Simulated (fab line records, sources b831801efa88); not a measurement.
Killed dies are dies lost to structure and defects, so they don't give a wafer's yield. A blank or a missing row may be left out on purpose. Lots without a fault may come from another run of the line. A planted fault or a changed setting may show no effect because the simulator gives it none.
fab line records | flow sky130
record lots=24 wafers=72 last_day=50
route steps=708 shown VT_ADJUST_LVTN@107 SONOS_ONO@181 LDD_HVP@288 LDD_LDN@296
lots that met no fault: from a run of the same line without faults
start_h: hours from the record's first day to the start of the lot's first wafer shown | wait_h: hours since the lot's step before | " the same as in the row above | L1.1+2: a row that stands for several wafers | - no value, or no start given | * or withheld: withheld | < > ~ a bound
route shown NAME@n: a module of which the file shows steps, and the number in the route of the first | usual: mean/standard deviation of fault-free wafers | same: alike in all rows | chamber/n: place in a boat | sites: the reading at each site | _std_site: their standard deviation | _edge_site: outer sites' mean less inner sites' | radius_mm: how far each site lies from the wafer's centre | mask NAME#n: copy n | behind: the tool/chamber that last shaped the wafer | hold: why the lot was held/for how many hours/how that ended | device: the transistor (n, p or np) that didn't switch | end of line: the same wafers' tests at the end of the route | a step without rows: its recipe alone | killed: dies lost to structure and defects at the first sort, not the wafer's yield | map: a wafer's dies, x killed, . not, _ none there
set.NAME: the setting as run; set.NAME@STEP: as run at that earlier step | model.NAME: the simulator's own value behind a step, which no gauge read
steps of the route over a sample of lots; a table a step, a row a wafer
services: from which hour (start_h, from the record's first day; less than 0 if before it) a tool's chamber was out of use, for how many hours, and why
## steps
# step SKY_VT_ADJUST_LVTN_TW_MEAS_10
# usual VT_ADJUST_LVTN_TW=244.7/2.2
# columns lot.wafer tool chamber start_h wait_h VT_ADJUST_LVTN_TW
L074.1 film_metro-03 - 138.63 0.1 242.9
L074.3 " - " " 241.8
L074.5 " - " " 240.6
L075.2 film_metro-04 - 143.24 0.1 241.3
L075.5 " - " " 241.3
L075.6 " - " " 241.5
L076.1 film_metro-02 - 148.58 0.1 245.2
L076.4 " - " " 247.7
L076.5 " - " " 246.6
L077.2 film_metro-03 - 166.34 0.1 241.8
L077.4 " - " " 241.9
L077.5 " - " " 241.5
L078.1 film_metro-02 - 169.43 0.1 245.2
L078.5 " - " " 245.9
L078.6 " - " " 246.0
L079.1 film_metro-04 - 172.28 0.1 245.7
L079.3 " - " " 245.1
L079.4 " - " " 244.9
L080.1 film_metro-04 - 175.53 0.1 245.5
L080.2 " - " " 245.7
L080.3 " - " " 245.1
L081.1 film_metro-03 - 188.58 0.1 244.9
L081.2 " - " " 244.4
L081.5 " - " " 245.0
L082.1 film_metro-04 - 192.08 0.1 247.4
L082.2 " - " " 247.4
L082.4 " - " " 246.8
L083.3 film_metro-02 - 198.10 0.1 244.8
L083.5 " - " " 245.0
L083.6 " - " " 245.4
L084.1 film_metro-03 - 211.33 0.1 243.9
L084.2 " - " " 243.4
L084.3 " - " " 243.7
L085.2 film_metro-03 - 213.94 0.1 243.2
L085.5 " - " " 244.9
L085.6 " - " " 242.9
L086.1 film_metro-02 - 214.28 0.1 246.5
L086.3 " - " " 245.1
L086.5 " - " " 246.1
L087.1 film_metro-03 - 222.34 0.1 241.9
L087.3 " - " " 240.7
L087.6 " - " " 240.3
L088.2 film_metro-04 - 226.29 0.1 248.1
L088.3 " - " " 247.8
L088.4 " - " " 247.7
L089.2 film_metro-02 - 239.39 0.1 245.8
L089.5 " - " " 246.6
L089.6 " - " " 246.1
L090.3 film_metro-04 - 245.25 0.1 245.7
L090.5 " - " " 246.0
L090.6 " - " " 244.8
L091.3 film_metro-03 - 249.45 0.1 242.5
L091.4 " - " " 242.4
L091.6 " - " " 243.4
L093.4 film_metro-04 - 277.06 0.1 244.1
L093.5 " - " " 246.9
L093.6 " - " " 247.0
L092.2 film_metro-04 - 278.19 0.1 245.8
L092.4 " - " " 247.4
L092.5 " - " " 245.4
L094.1 film_metro-02 - 280.42 0.1 247.4
L094.3 " - " " 246.2
L094.4 " - " " 247.1
L095.1 film_metro-02 - 281.23 0.1 245.5
L095.3 " - " " 246.3
L095.5 " - " " 246.0
L096.2 film_metro-04 - 290.83 0.1 248.1
L096.3 " - " " 248.0
L096.6 " - " " 247.9
L097.4 film_metro-03 - 301.65 0.1 241.1
L097.5 " - " " 241.0
L097.6 " - " " 240.1
# step SKY_SONOS_ONO_CD_MEAS_13
# recipe target_cd_nm=410
# usual cd_nm=410.4/2.1
# columns lot.wafer tool chamber start_h wait_h cd_nm
L074.1 cd_sem-01 - 269.75 0.1 410.6
L074.3 " - " " 410.3
L074.5 " - " " 411.8
L075.2 cd_sem-01 - 277.06 0.1 410.9
L075.5 " - " " 411.5
L075.6 " - " " 415.5
L076.1 cd_sem-01 - 285.99 0.1 405.8
L076.4 " - " " 408.5
L076.5 " - " " 409.1
L077.2 cd_sem-02 - 307.70 0.1 408.4
L077.4 " - " " 408.6
L077.5 " - " " 408.1
L078.1 cd_sem-01 - 315.08 0.1 411.7
L078.5 " - " " 410.1
L078.6 " - " " 410.7
L079.1 cd_sem-01 - 315.32 0.2 407.1
L079.3 " - " " 408.0
L079.4 " - " " 408.1
L080.1 cd_sem-01 - 328.74 0.1 412.8
L080.2 " - " " 412.9
L080.3 " - " " 413.3
L081.1 cd_sem-01 - 341.88 0.1 410.7
L081.2 " - " " 410.2
L081.5 " - " " 408.9
L082.1 cd_sem-02 - 341.90 0.1 408.8
L082.2 " - " " 411.2
L082.4 " - " " 411.1
L083.3 cd_sem-02 - 350.48 0.1 411.8
L083.5 " - " " 412.9
L083.6 " - " " 410.8
L084.1 cd_sem-02 - 367.46 0.1 411.8
L084.2 " - " " 410.8
L084.3 " - " " 409.1
L085.2 cd_sem-02 - 370.15 0.1 410.4
L085.5 " - " " 410.7
L085.6 " - " " 411.1
L086.1 cd_sem-01 - 370.39 0.1 411.6
L086.3 " - " " 409.7
L086.5 " - " " 410.4
L087.1 cd_sem-02 - 382.43 0.1 409.7
L087.3 " - " " 410.7
L087.6 " - " " 408.7
L088.2 cd_sem-02 - 385.47 0.1 413.6
L088.3 " - " " 413.4
L088.4 " - " " 413.6
L089.2 cd_sem-01 - 402.45 0.1 411.0
L089.5 " - " " 409.6
L089.6 " - " " 411.3
L090.3 cd_sem-01 - 412.27 0.1 409.0
L090.5 " - " " 408.4
L090.6 " - " " 409.2
L091.3 cd_sem-01 - 413.69 0.1 413.0
L091.4 " - " " 410.4
L091.6 " - " " 412.5
L093.4 cd_sem-02 - 446.86 0.1 409.2
L093.5 " - " " 411.5
L093.6 " - " " 409.9
L092.2 cd_sem-01 - 450.54 0.2 413.6
L092.4 " - " " 411.0
L092.5 " - " " 411.5
L094.1 cd_sem-01 - 454.25 0.1 408.6
L094.3 " - " " 406.1
L094.4 " - " " 408.2
L095.1 cd_sem-01 - 455.54 0.1 408.6
L095.3 " - " " 408.0
L095.5 " - " " 407.5
L096.2 cd_sem-01 - 467.42 0.1 411.5
L096.3 " - " " 410.0
L096.6 " - " " 410.1
L097.4 cd_sem-01 - 479.47 0.2 409.1
L097.5 " - " " 408.8
L097.6 " - " " 408.7
# step SKY_SONOS_ONO_ETCH_15
# recipe target_depth_nm=19.52 chemistry=CHF3/O2 source_w=600 bias_w=200 pressure_mtorr=40 chf3_flow_sccm=50 O2_flow_sccm=5 time_s=7.8
# usual O2_flow_sccm=5.001/0.014 drypump_motor_current_A=5.8/0.46 oes_product_au=1.000/0.0077 throttle_valve_pct=8.825/0.0099
# columns lot.wafer tool chamber start_h wait_h O2_flow_sccm drypump_motor_current_A oes_product_au rf_hours_counter_h throttle_valve_pct
L074.1 rie_diel-01 0 269.91 0.0 5.000 5.5 0.987 99 8.818
L074.3 " 3 " " 5.001 5.6 1.003 73 8.817
L074.5 " 0 " " 5.004 5.5 0.997 - 8.810
L075.2 rie_diel-02 0 277.19 0.0 5.027 5.0 1.005 120 8.827
L075.5 " 0 " " 5.011 5.0 0.991 - 8.815
L075.6 " 1 " " 5.009 6.4 1.003 - 8.836
L076.1 rie_diel-02 2 286.14 0.0 5.035 5.3 1.013 75 8.830
L076.4 " 1 " " 5.008 6.4 1.005 6 8.820
L076.5 " 1 " " 5.001 6.4 1.006 - 8.819
L077.2 rie_diel-02 0 307.84 0.0 4.989 5.0 0.991 121 8.810
L077.4 " 2 " " 4.998 5.3 1.003 75 8.814
L077.5 " 2 " " 4.984 5.3 0.996 - 8.816
L078.1 rie_diel-01 3 315.24 0.0 5.014 5.6 1.011 74 8.823
L078.5 " 1 " " 5.009 6.1 1.010 - 8.821
L078.6 " 2 " " 4.976 6.3 0.995 - 8.830
L079.1 rie_diel-02 1 315.48 0.0 4.974 6.4 1.006 7 8.840
L079.3 " 2 " " 4.981 5.3 1.014 75 8.829
L079.4 " 3 " " 5.020 6.3 0.999 3 8.833
L080.1 rie_diel-02 3 328.89 0.0 4.994 6.3 1.003 3 8.819
L080.2 " 1 " " 4.985 6.4 1.001 7 8.831
L080.3 " 2 " " 4.993 5.3 1.010 75 8.818
L081.1 rie_diel-02 3 342.04 0.0 5.008 6.3 1.000 3 8.858
L081.2 " 1 " " 5.014 6.4 0.999 7 8.841
L081.5 " 1 " " 5.009 6.4 0.998 - 8.839
L082.1 rie_diel-04 0 342.05 0.0 5.001 5.8 0.993 5 8.828
L082.2 " 3 " " 5.000 6.0 0.989 8 8.813
L082.4 " 1 " " 5.006 5.4 0.999 0 8.819
L083.3 rie_diel-04 0 350.59 0.0 5.006 5.8 0.999 5 8.834
L083.5 " 3 " " 5.004 6.0 1.007 - 8.840
L083.6 " 0 " " 4.979 5.8 1.008 - 8.816
L084.1 rie_diel-04 0 367.62 0.0 5.022 5.8 0.987 6 8.841
L084.2 " 2 " " 5.001 6.2 1.001 6 8.818
L084.3 " 3 " " 4.979 6.0 0.998 9 8.837
L085.2 rie_diel-02 0 370.29 0.0 5.019 5.0 0.988 0 8.825
L085.5 " 2 " " 4.993 5.3 0.999 - 8.813
L085.6 " 1 " " 5.009 6.4 0.994 - 8.814
L086.1 rie_diel-04 2 370.54 0.0 5.010 6.3 0.992 6 8.822
L086.3 " 1 " " 5.018 5.4 1.002 1 8.833
L086.5 " 1 " " 4.994 5.4 1.003 - 8.836
L087.1 rie_diel-02 2 382.59 0.0 4.989 5.3 1.002 76 8.838
L087.3 " 1 " " 5.010 6.4 1.000 8 8.847
L087.6 " 3 " " 4.986 6.3 1.000 - 8.821
L088.2 rie_diel-01 0 385.60 0.0 4.989 5.5 0.999 101 8.819
L088.3 " 2 " " 5.026 6.2 0.983 71 8.827
L088.4 " 1 " " 4.982 6.1 0.993 105 8.812
L089.2 rie_diel-02 3 402.59 0.0 5.008 6.3 1.010 4 8.815
L089.5 " 2 " " 5.039 5.3 1.009 - 8.827
L089.6 " 1 " " 5.006 6.4 0.994 - 8.824
L090.3 rie_diel-02 3 412.39 0.0 5.008 6.3 0.998 4 8.838
L090.5 " 1 " " 4.986 6.4 0.999 - 8.826
L090.6 " 2 " " 4.984 5.3 1.007 - 8.823
L091.3 rie_diel-01 1 413.80 0.0 4.989 6.1 1.006 105 8.828
L091.4 " 2 " " 4.997 6.3 0.991 71 8.824
L091.6 " 2 " " 5.010 6.2 0.989 - 8.833
L093.4 rie_diel-04 2 446.95 0.0 4.994 6.3 0.988 8 8.821
L093.5 " 0 " " 5.012 5.8 1.008 - 8.819
L093.6 " 3 " " 4.991 5.9 0.999 - 8.824
L092.2 rie_diel-04 2 450.67 0.0 5.009 6.3 1.004 8 8.811
L092.4 " 0 " " 5.020 5.8 1.011 8 8.820
L092.5 " 3 " " 4.987 6.0 1.006 - 8.826
L094.1 rie_diel-02 1 454.40 0.0 5.004 6.4 0.990 9 8.825
L094.3 " 0 " " 4.987 5.0 0.984 1 8.814
L094.4 " 3 " " 5.001 6.3 1.008 4 8.831
L095.1 rie_diel-01 3 455.69 0.0 5.013 5.6 1.003 77 8.826
L095.3 " 1 " " 4.981 6.1 1.000 1 8.827
L095.5 " 3 " " 5.013 5.6 0.995 - 8.823
L096.2 rie_diel-01 2 467.55 0.0 4.998 6.2 0.999 73 8.832
L096.3 " 3 " " 5.021 5.6 1.014 77 8.835
L096.6 " 1 " " 5.008 6.1 0.998 - 8.822
L097.4 rie_diel-04 1 479.57 0.0 4.988 5.4 1.002 3 8.820
L097.5 " 1 " " 4.994 5.4 0.986 - 8.826
L097.6 " 2 " " 4.995 6.3 0.999 - 8.820
# step SKY_SONOS_ONO_STRIP_17
# recipe chemistry=O2/N2 power_w=1400 pressure_mtorr=1500 platen_temp_c=withheld o2_flow_sccm=3000 n2_flow_sccm=300 overash_fraction=0.5
# usual drypump_motor_current_A=5.97/0.22 oes_product_au=0.710/0.0048 strip_time_to_endpoint_s=14.11/0.039
# columns lot.wafer tool chamber start_h wait_h drypump_motor_current_A oes_product_au rf_hours_counter_h strip_time_to_endpoint_s
L074.1 plasma_asher-01 1 270.02 0.0 5.72 0.707 45 14.08
L074.3 " 1 " " 5.72 0.712 - 14.07
L074.5 " 1 " " 5.73 0.713 - 14.11
L075.2 plasma_asher-01 1 277.40 0.0 5.72 0.708 46 14.05
L075.5 " 0 " " 6.07 0.719 - 14.04
L075.6 " 1 " " 5.71 0.708 - 14.10
L076.1 plasma_asher-01 1 286.25 0.0 5.71 0.714 46 14.11
L076.4 " 1 " " 5.73 0.719 - 14.11
L076.5 " 1 " " 5.69 0.702 - 14.07
L077.2 plasma_asher-04 0 307.95 0.0 6.26 0.711 19 14.06
L077.4 " 1 " " 5.81 0.713 - 14.09
L077.5 " 1 " " 5.79 0.707 - 14.07
L078.1 plasma_asher-02 0 315.58 0.0 6.04 0.708 61 14.12
L078.5 " 0 " " 6.06 0.705 - 14.10
L078.6 " 1 " " 5.73 0.715 - 14.06
L079.1 plasma_asher-04 0 315.68 0.0 6.25 0.708 19 14.08
L079.3 " 0 " " 6.26 0.711 - 14.07
L079.4 " 1 " " 5.80 0.706 - 14.13
L080.1 plasma_asher-02 1 329.00 0.0 5.73 0.712 62 14.13
L080.2 " 0 " " 6.05 0.710 62 14.12
L080.3 " 0 " " 6.06 0.706 - 14.11
L082.1 plasma_asher-04 1 342.17 0.0 5.79 0.714 22 14.04
L082.2 " 0 " " 6.25 0.705 22 14.07
L082.4 " 1 " " 5.80 0.701 - 14.09
L081.1 plasma_asher-01 1 342.23 0.0 5.70 0.705 51 14.06
L081.2 " 0 " " 6.07 0.718 51 14.06
L081.5 " 0 " " 6.08 0.713 - 14.07
L083.3 plasma_asher-04 0 350.74 0.0 6.26 0.707 - 14.11
L083.5 " 0 " " 6.27 0.717 - 14.14
L083.6 " 1 " " 5.83 0.706 - 14.07
L084.1 plasma_asher-04 1 367.73 0.0 5.79 0.705 24 14.12
L084.2 " 0 " " 6.26 0.706 24 14.13
L084.3 " 0 " " 6.26 0.703 - 14.09
L085.2 plasma_asher-04 1 370.40 0.0 5.83 0.712 25 14.15
L085.5 " 1 " " 5.81 0.711 - 14.11
L085.6 " 0 " " 6.27 0.710 - 14.14
L086.1 plasma_asher-01 1 370.65 0.0 5.70 0.714 54 14.08
L086.3 " 1 " " 5.68 0.712 - 14.09
L086.5 " 1 " " 5.69 0.701 - 14.10
L087.1 plasma_asher-02 0 382.70 0.0 6.03 0.707 67 14.21
L087.3 " 1 " " 5.74 0.709 - 14.17
L087.6 " 1 " " 5.72 0.713 - 14.16
L088.2 plasma_asher-04 0 385.71 0.0 6.27 0.714 26 14.16
L088.3 " 0 " " 6.28 0.716 - 14.19
L088.4 " 1 " " 5.76 0.709 - 14.13
L089.2 plasma_asher-02 0 402.70 0.0 6.06 0.710 69 14.13
L089.5 " 1 " " 5.76 0.713 - 14.16
L089.6 " 0 " " 6.07 0.702 - 14.15
L090.3 plasma_asher-04 1 412.53 0.0 5.79 0.707 - 14.08
L090.5 " 0 " " 6.26 0.712 - 14.14
L090.6 " 1 " " 5.80 0.710 - 14.03
L091.3 plasma_asher-04 1 413.94 0.0 5.82 0.702 - 14.13
L091.4 " 0 " " 6.26 0.715 - 14.10
L091.6 " 1 " " 5.80 0.705 - 14.11
L093.4 plasma_asher-04 1 447.09 0.0 5.78 0.710 - 14.19
L093.5 " 0 " " 6.26 0.705 - 14.18
L093.6 " 1 " " 5.79 0.707 - 14.16
L092.2 plasma_asher-02 0 450.78 0.0 6.02 0.708 75 14.13
L092.4 " 1 " " 5.71 0.713 - 14.08
L092.5 " 1 " " 5.74 0.709 - 14.15
L094.1 plasma_asher-01 1 454.51 0.0 5.75 0.716 64 14.15
L094.3 " 0 " " 6.08 0.714 - 14.11
L094.4 " 1 " " 5.74 0.712 - 14.11
L095.1 plasma_asher-04 1 455.80 0.0 5.78 0.710 33 14.08
L095.3 " 1 " " 5.76 0.707 - 14.07
L095.5 " 0 " " 6.27 0.704 - 14.09
L096.2 plasma_asher-04 0 467.67 0.0 6.25 0.708 35 14.13
L096.3 " 1 " " 5.80 0.713 - 14.09
L096.6 " 0 " " 6.25 0.693 - 14.06
L097.4 plasma_asher-04 0 479.71 0.0 6.25 0.709 - 14.10
L097.5 " 0 " " 6.26 0.716 - 14.16
L097.6 " 1 " " 5.83 0.714 - 14.10
# step SKY_LDD_HVP_TW_MEAS_10
# usual LDD_HVP_TW=463.1/2.7
# columns lot.wafer tool chamber start_h wait_h LDD_HVP_TW
L074.1 film_metro-03 - 480.83 0.1 455.9
L074.3 " - " " 455.9
L074.5 " - " " 455.9
L075.2 film_metro-03 - 487.39 0.1 457.6
L075.5 " - " " 458.7
L075.6 " - " " 457.0
L076.1 film_metro-02 - 507.07 0.1 464.0
L076.4 " - " " 462.5
L076.5 " - " " 461.8
L077.2 film_metro-02 - 526.29 0.1 462.4
L077.4 " - " " 466.0
L077.5 " - " " 463.1
L078.1 film_metro-03 - 534.53 0.1 462.4
L078.5 " - " " 458.6
L078.6 " - " " 460.8
L079.1 film_metro-03 - 538.22 0.1 463.9
L079.3 " - " " 462.0
L079.4 " - " " 460.8
L080.1 film_metro-02 - 554.17 0.1 463.5
L080.2 " - " " 463.9
L080.3 " - " " 464.4
L081.1 film_metro-03 - 563.23 0.1 463.7
L081.2 " - " " 465.3
L081.5 " - " " 463.8
L082.1 film_metro-04 - 565.52 0.1 466.1
L082.2 " - " " 463.5
L082.4 " - " " 465.2
L083.3 film_metro-02 - 574.85 0.1 461.3
L083.5 " - " " 463.2
L083.6 " - " " 461.1
L084.1 film_metro-03 - 588.22 0.1 460.9
L084.2 " - " " 460.5
L084.3 " - " " 460.2
L085.2 film_metro-03 - 594.44 0.1 460.9
L085.5 " - " " 461.3
L085.6 " - " " 460.0
L086.1 film_metro-03 - 595.32 0.1 460.9
L086.3 " - " " 463.9
L086.5 " - " " 462.0
L087.1 film_metro-03 - 607.17 0.1 460.3
L087.3 " - " " 463.8
L087.6 " - " " 459.3
L088.2 film_metro-04 - 608.54 0.1 463.0
L088.3 " - " " 465.7
L088.4 " - " " 467.5
L089.2 film_metro-03 - 623.18 0.1 459.2
L089.5 " - " " 464.5
L089.6 " - " " 460.1
L090.3 film_metro-03 - 636.04 0.1 466.0
L090.5 " - " " 464.4
L090.6 " - " " 464.2
L091.3 film_metro-04 - 637.19 0.1 465.7
L091.4 " - " " 464.0
L091.6 " - " " 465.2
L093.4 film_metro-02 - 666.30 0.1 464.8
L093.5 " - " " 465.2
L093.6 " - " " 464.0
L092.2 film_metro-04 - 671.23 0.1 466.2
L092.4 " - " " 463.8
L092.5 " - " " 466.9
L094.1 film_metro-02 - 672.97 0.1 463.3
L094.3 " - " " 464.4
L094.4 " - " " 466.2
L095.1 film_metro-04 - 673.87 0.1 466.7
L095.3 " - " " 464.1
L095.5 " - " " 468.4
L096.2 film_metro-04 - 685.41 0.1 465.6
L096.3 " - " " 464.9
L096.6 " - " " 467.2
L097.4 film_metro-04 - 699.71 0.1 468.6
L097.5 " - " " 466.5
L097.6 " - " " 465.4
# step SKY_LDD_LDN_OVL_MEAS_07
# usual LDD_LDN_OVL=-0.4/1
# columns lot.wafer tool chamber start_h wait_h LDD_LDN_OVL[nm]
L074.1 overlay-02 - 511.24 0.1 0.6
L074.3 " - " " -0.8
L074.5 " - " " -0.5
L075.2 overlay-02 - 517.39 0.1 -1.9
L075.5 " - " " -1.0
L075.6 " - " " -1.5
L076.1 overlay-01 - 537.64 0.1 0.8
L076.4 " - " " 0.8
L076.5 " - " " 0.1
L077.2 overlay-02 - 556.55 0.1 -0.2
L077.4 " - " " -1.0
L077.5 " - " " -0.8
L078.1 overlay-02 - 564.15 0.1 -0.4
L078.5 " - " " 0.1
L078.6 " - " " 0.1
L079.1 overlay-01 - 568.03 0.1 -0.3
L079.3 " - " " -1.4
L079.4 " - " " -1.0
L080.1 overlay-02 - 583.00 0.1 0.6
L080.2 " - " " -0.7
L080.3 " - " " 0.7
L081.1 overlay-01 - 592.64 0.1 -0.6
L081.2 " - " " -1.1
L081.5 " - " " -1.4
L082.1 overlay-02 - 595.08 0.1 -0.4
L082.2 " - " " -0.9
L082.4 " - " " -1.7
L083.3 overlay-01 - 604.35 0.1 0.6
L083.5 " - " " -0.8
L083.6 " - " " -0.6
L084.1 overlay-02 - 616.54 0.1 -2.2
L084.2 " - " " -1.2
L084.3 " - " " -2.6
L085.2 overlay-02 - 622.74 0.1 0.7
L085.5 " - " " -0.7
L085.6 " - " " 0.5
L086.1 overlay-02 - 624.65 0.1 -3.1
L086.3 " - " " -2.7
L086.5 " - " " -0.5
L087.1 overlay-01 - 636.05 0.1 0.8
L087.3 " - " " 2.9
L087.6 " - " " 0.3
L088.2 overlay-02 - 637.55 0.1 -0.6
L088.3 " - " " -1.4
L088.4 " - " " 1.1
L089.2 overlay-02 - 651.64 0.1 -0.7
L089.5 " - " " -1.7
L089.6 " - " " -0.1
L090.3 overlay-01 - 664.65 0.1 1.2
L090.5 " - " " 0.2
L090.6 " - " " 0.2
L091.3 overlay-01 - 665.96 0.1 1.0
L091.4 " - " " 1.5
L091.6 " - " " 2.0
L093.4 overlay-01 - 694.06 0.1 -0.1
L093.5 " - " " -0.1
L093.6 " - " " -1.0
L092.2 overlay-01 - 698.75 0.1 -1.1
L092.4 " - " " -1.2
L092.5 " - " " -2.2
L094.1 overlay-02 - 700.14 0.1 0.0
L094.3 " - " " 0.8
L094.4 " - " " -0.2
L095.1 overlay-02 - 700.60 0.1 -0.3
L095.3 " - " " -1.4
L095.5 " - " " -1.0
L096.2 overlay-01 - 712.15 0.1 -0.3
L096.3 " - " " 0.7
L096.6 " - " " -0.4
L097.4 overlay-02 - 724.31 0.1 -0.5
L097.5 " - " " -0.2
L097.6 " - " " 1.2
## services
# columns tool chamber start_h hours kind
rie_diel-01 1 261.24 15.9 repair
rie_diel-02 3 294.11 7.9 repair
plasma_asher-02 - 308.34 0.6 repair
plasma_asher-02 - 308.88 2.0 repair
plasma_asher-01 - 314.39 4.6 repair
rie_diel-04 1 319.35 - clean
rie_diel-04 1 319.35 14.1 scheduled_down
rie_diel-04 1 319.35 14.1 vent_cycle
rie_diel-02 1 325.03 3.2 repair
rie_diel-02 0 328.23 - clean
rie_diel-02 0 328.23 17.6 scheduled_down
rie_diel-02 0 328.23 17.6 vent_cycle
rie_diel-02 2 351.78 4.8 repair
rie_diel-02 3 356.20 3.9 repair
rie_diel-02 0 397.03 2.7 repair
rie_diel-01 0 415.93 7.0 repair
rie_diel-02 0 421.84 7.8 repair
rie_diel-02 - 423.63 28.1 pm
rie_diel-02 3 455.58 10.1 repair
rie_diel-02 1 469.91 7.3 repair
rie_diel-02 2 473.05 4.4 repair
plasma_asher-01 - 473.55 14.6 pm
rie_diel-02 3 473.56 4.0 repair
rie_diel-02 0 478.60 4.7 repair
## key
fault none
